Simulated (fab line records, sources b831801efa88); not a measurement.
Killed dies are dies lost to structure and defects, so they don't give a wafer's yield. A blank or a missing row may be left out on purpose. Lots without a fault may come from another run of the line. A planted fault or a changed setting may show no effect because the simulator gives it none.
fab line records | flow sky130
record lots=14 wafers=42 last_day=51
route steps=708 shown SONOS_ONO@181 POLY_GATE@224
lots that met no fault: from a run of the same line without faults
start_h: hours from the record's first day to the start of the lot's first wafer shown | wait_h: hours since the lot's step before | " the same as in the row above | L1.1+2: a row that stands for several wafers | - no value, or no start given | * or withheld: withheld | < > ~ a bound
route shown NAME@n: a module of which the file shows steps, and the number in the route of the first | usual: mean/standard deviation of fault-free wafers | same: alike in all rows | chamber/n: place in a boat | sites: the reading at each site | _std_site: their standard deviation | _edge_site: outer sites' mean less inner sites' | radius_mm: how far each site lies from the wafer's centre | mask NAME#n: copy n | behind: the tool/chamber that last shaped the wafer | hold: why the lot was held/for how many hours/how that ended | device: the transistor (n, p or np) that didn't switch | end of line: the same wafers' tests at the end of the route | a step without rows: its recipe alone | killed: dies lost to structure and defects at the first sort, not the wafer's yield | map: a wafer's dies, x killed, . not, _ none there
set.NAME: the setting as run; set.NAME@STEP: as run at that earlier step | model.NAME: the simulator's own value behind a step, which no gauge read
steps of the route over a sample of lots; a table a step, a row a wafer
services: from which hour (start_h, from the record's first day; less than 0 if before it) a tool's chamber was out of use, for how many hours, and why
## steps
# step SKY_SONOS_ONO_CD_MEAS_13
# recipe target_cd_nm=410
# usual cd_nm=409.7/1.7
# columns lot.wafer tool chamber start_h wait_h cd_nm
L835.2 cd_sem-02 - 304.54 0.1 408.6
L835.3 " - " " 410.1
L835.4 " - " " 409.5
L836.3 cd_sem-01 - 308.12 0.1 410.7
L836.4 " - " " 410.4
L836.6 " - " " 410.9
L838.1 cd_sem-01 - 316.23 0.1 407.8
L838.2 " - " " 407.9
L838.3 " - " " 408.2
L837.2 cd_sem-01 - 320.74 0.1 409.4
L837.5 " - " " 409.6
L837.6 " - " " 408.7
L839.1 cd_sem-01 - 329.22 0.1 406.3
L839.4 " - " " 406.8
L839.5 " - " " 405.9
L840.1 cd_sem-01 - 333.73 0.1 409.2
L840.5 " - " " 411.2
L840.6 " - " " 410.7
L841.3 cd_sem-02 - 344.47 0.1 412.0
L841.4 " - " " 413.0
L841.6 " - " " 413.2
L842.1 cd_sem-02 - 349.23 0.1 409.0
L842.4 " - " " 408.8
L842.6 " - " " 410.0
L843.1 cd_sem-02 - 355.07 0.1 410.1
L843.2 " - " " 410.9
L843.6 " - " " 408.5
L844.1 cd_sem-02 - 371.32 0.1 408.2
L844.2 " - " " 411.3
L844.6 " - " " 407.8
L847.4 cd_sem-02 - 402.68 0.1 408.7
L847.5 " - " " 412.8
L847.6 " - " " 409.4
L853.1 cd_sem-01 - 443.53 0.1 406.7
L853.2 " - " " 409.5
L853.6 " - " " 411.0
L855.2 cd_sem-01 - 456.30 0.1 407.2
L855.4 " - " " 409.6
L855.5 " - " " 409.2
L858.1 cd_sem-02 - 482.68 0.1 409.1
L858.2 " - " " 409.6
L858.4 " - " " 411.8
# step SKY_SONOS_ONO_OVL_MEAS_14
# usual SONOS_ONO_OVL=-1.5/1.1
# columns lot.wafer tool chamber start_h wait_h SONOS_ONO_OVL[nm]
L835.2 overlay-01 - 304.65 0.1 -0.4
L835.3 " - " " -0.4
L835.4 " - " " -0.3
L836.3 overlay-02 - 308.22 0.1 -1.6
L836.4 " - " " -1.6
L836.6 " - " " -1.8
L838.1 overlay-02 - 316.35 0.1 -2.2
L838.2 " - " " -1.7
L838.3 " - " " -0.5
L837.2 overlay-02 - 320.85 0.1 1.1
L837.5 " - " " 0.9
L837.6 " - " " 0.2
L839.1 overlay-02 - 329.34 0.1 -1.7
L839.4 " - " " -1.2
L839.5 " - " " -1.0
L840.1 overlay-01 - 333.85 0.1 -1.8
L840.5 " - " " -1.9
L840.6 " - " " -2.0
L841.3 overlay-02 - 344.57 0.1 -2.0
L841.4 " - " " -2.9
L841.6 " - " " -1.6
L842.1 overlay-01 - 349.35 0.1 -2.4
L842.4 " - " " -2.9
L842.6 " - " " -2.8
L843.1 overlay-01 - 355.19 0.1 -1.3
L843.2 " - " " -1.2
L843.6 " - " " -2.4
L844.1 overlay-02 - 371.44 0.1 -2.5
L844.2 " - " " -2.9
L844.6 " - " " -1.2
L847.4 overlay-02 - 402.76 0.1 -3.3
L847.5 " - " " -1.8
L847.6 " - " " -0.6
L853.1 overlay-01 - 443.65 0.1 -1.6
L853.2 " - " " -1.9
L853.6 " - " " -0.9
L855.2 overlay-02 - 456.41 0.1 -1.4
L855.4 " - " " -1.6
L855.5 " - " " -2.0
L858.1 overlay-01 - 482.80 0.1 -0.4
L858.2 " - " " -0.2
L858.4 " - " " -0.1
# step SKY_POLY_GATE_EXPOSE_10
# recipe mask_id=P1M na=0.68 source_shape=conventional sigma_outer=0.6 target_cd_nm=150 dose_mj=28
# columns lot.wafer tool chamber start_h wait_h mask
L835.2+3+4 krf_scanner-01 0 382.85 - P1M#0
L836.3+4+6 krf_scanner-02 0 387.17 - P1M#0
L838.1+2+3 krf_scanner-02 0 396.71 - P1M#0
L837.2+5+6 krf_scanner-02 0 401.50 - P1M#0
L839.1+4+5 krf_scanner-01 0 411.03 - P1M#0
L840.1+5+6 krf_scanner-02 0 421.41 - P1M#0
L841.3+4+6 krf_scanner-02 0 427.62 - P1M#0
L842.1+4+6 krf_scanner-02 0 434.19 - P1M#0
L843.1+2+6 krf_scanner-01 0 441.28 - P1M#0
L844.1+2+6 krf_scanner-02 0 456.83 - P1M#0
L847.4+5+6 krf_scanner-02 0 491.44 - P1M#0
L853.1+2+6 krf_scanner-01 0 533.08 - P1M#0
L855.2+4+5 krf_scanner-01 0 543.15 - P1M#0
L858.1+2+4 krf_scanner-01 0 567.46 - P1M#0
# step SKY_POLY_GATE_OVL_MEAS_14
# usual POLY_GATE_OVL=0/4.7
# columns lot.wafer tool chamber start_h wait_h POLY_GATE_OVL[nm]
L835.2 overlay-02 - 397.76 0.1 -5
L835.3 " - " " -7
L835.4 " - " " -4
L836.3 overlay-02 - 402.92 0.1 4
L836.4 " - " " -4
L836.6 " - " " 5
L838.1 overlay-01 - 411.41 0.1 -3
L838.2 " - " " -4
L838.3 " - " " 3
L837.2 overlay-02 - 416.91 0.1 1
L837.5 " - " " 1
L837.6 " - " " -3
L839.1 overlay-01 - 426.50 0.1 0
L839.4 " - " " 0
L839.5 " - " " -2
L840.1 overlay-01 - 437.55 0.1 -2
L840.5 " - " " 3
L840.6 " - " " 7
L841.3 overlay-01 - 444.02 0.1 -2
L841.4 " - " " 0
L841.6 " - " " 3
L842.1 overlay-01 - 449.41 0.1 33
L842.4 " - " " 35
L842.6 " - " " 33
L843.1 overlay-01 - 457.70 0.1 -5
L843.2 " - " " -3
L843.6 " - " " 0
L844.1 overlay-01 - 473.23 0.1 27
L844.2 " - " " 30
L844.6 " - " " 28
L847.4 overlay-01 - 507.52 0.1 39
L847.5 " - " " 36
L847.6 " - " " 39
L853.1 overlay-01 - 548.25 0.1 4
L853.2 " - " " -2
L853.6 " - " " 7
L855.2 overlay-02 - 558.06 0.1 5
L855.4 " - " " 8
L855.5 " - " " 4
L858.1 overlay-02 - 581.85 0.1 -6
L858.2 " - " " -2
L858.4 " - " " -14
# step SKY_POLY_GATE_CD_MEAS_22
# usual cd_nm=149.5/2.2
# columns lot.wafer tool chamber start_h wait_h cd_nm
L835.2 cd_sem-02 - 400.36 0.1 149.4
L835.3 " - " " 146.4
L835.4 " - " " 149.3
L836.3 cd_sem-01 - 404.70 0.1 146.6
L836.4 " - " " 147.6
L836.6 " - " " 146.7
L838.1 cd_sem-02 - 414.29 0.1 149.0
L838.2 " - " " 149.2
L838.3 " - " " 150.1
L837.2 cd_sem-01 - 419.92 0.1 149.7
L837.5 " - " " 149.5
L837.6 " - " " 147.1
L839.1 cd_sem-01 - 428.46 0.1 149.5
L839.4 " - " " 147.2
L839.5 " - " " 151.4
L840.1 cd_sem-01 - 440.24 0.1 149.5
L840.5 " - " " 149.8
L840.6 " - " " 151.5
L841.3 cd_sem-01 - 446.64 0.1 149.7
L841.4 " - " " 152.4
L841.6 " - " " 151.4
L842.1 cd_sem-02 - 453.35 0.1 151.8
L842.4 " - " " 147.7
L842.6 " - " " 150.2
L843.1 cd_sem-01 - 459.50 0.1 148.5
L843.2 " - " " 144.9
L843.6 " - " " 150.9
L844.1 cd_sem-02 - 474.96 0.1 149.8
L844.2 " - " " 151.3
L844.6 " - " " 148.6
L847.4 cd_sem-02 - 510.25 0.1 153.1
L847.5 " - " " 152.4
L847.6 " - " " 149.4
L853.1 cd_sem-02 - 549.99 0.1 146.8
L853.2 " - " " 151.9
L853.6 " - " " 147.5
L855.2 cd_sem-02 - 560.65 0.1 148.7
L855.4 " - " " 150.4
L855.5 " - " " 149.1
L858.1 cd_sem-02 - 583.59 0.1 147.1
L858.2 " - " " 147.9
L858.4 " - " " 148.9
## services
# columns tool chamber start_h hours kind
krf_scanner-02 - 359.11 1.0 pm
krf_scanner-01 - 369.35 1.4 repair
krf_scanner-01 - 374.93 0.3 repair
krf_scanner-02 - 379.25 1.3 pm
krf_scanner-02 - 391.03 0.8 pm
krf_scanner-02 - 412.82 1.5 repair
krf_scanner-01 - 414.35 4.0 pm
krf_scanner-02 - 418.62 0.3 repair
krf_scanner-01 - 421.51 1.0 pm
krf_scanner-01 - 424.83 0.8 pm
krf_scanner-01 - 425.58 1.3 pm
krf_scanner-02 - 446.41 3.3 repair
krf_scanner-01 - 516.37 0.3 repair
krf_scanner-02 - 528.11 1.0 pm
krf_scanner-02 - 536.12 4.4 pm
krf_scanner-02 - 555.15 1.3 pm
krf_scanner-02 - 559.83 0.8 pm
## key
first_sign step=SKY_POLY_GATE_OVL_MEAS_14 reading=POLY_GATE_OVL direction=up sigmas=7.1 usual=0 struck=33
effect none on later readings
met_at SKY_POLY_GATE_EXPOSE_10
struck_lots L842,L844,L847
tester_left_out L842,L844,L847
not_acting_at SKY_SONOS_ONO_CD_MEAS_13,SKY_SONOS_ONO_OVL_MEAS_14,SKY_POLY_GATE_CD_MEAS_22
onset_between 427.62 434.19
fault kind=scanner_matching_overlay tool=krf_scanner-02 chamber=- onset_h=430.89 steps=SKY_POLY_GATE_EXPOSE_10 offset=31.137
# tester_left_out: of these lots the tester's yield and bins aren't shown, on N5 and GAA mostly nor the transistor test; their killed dies are dies lost to structure and defects alone, not to doping, threshold or leakage, so they don't give the yield
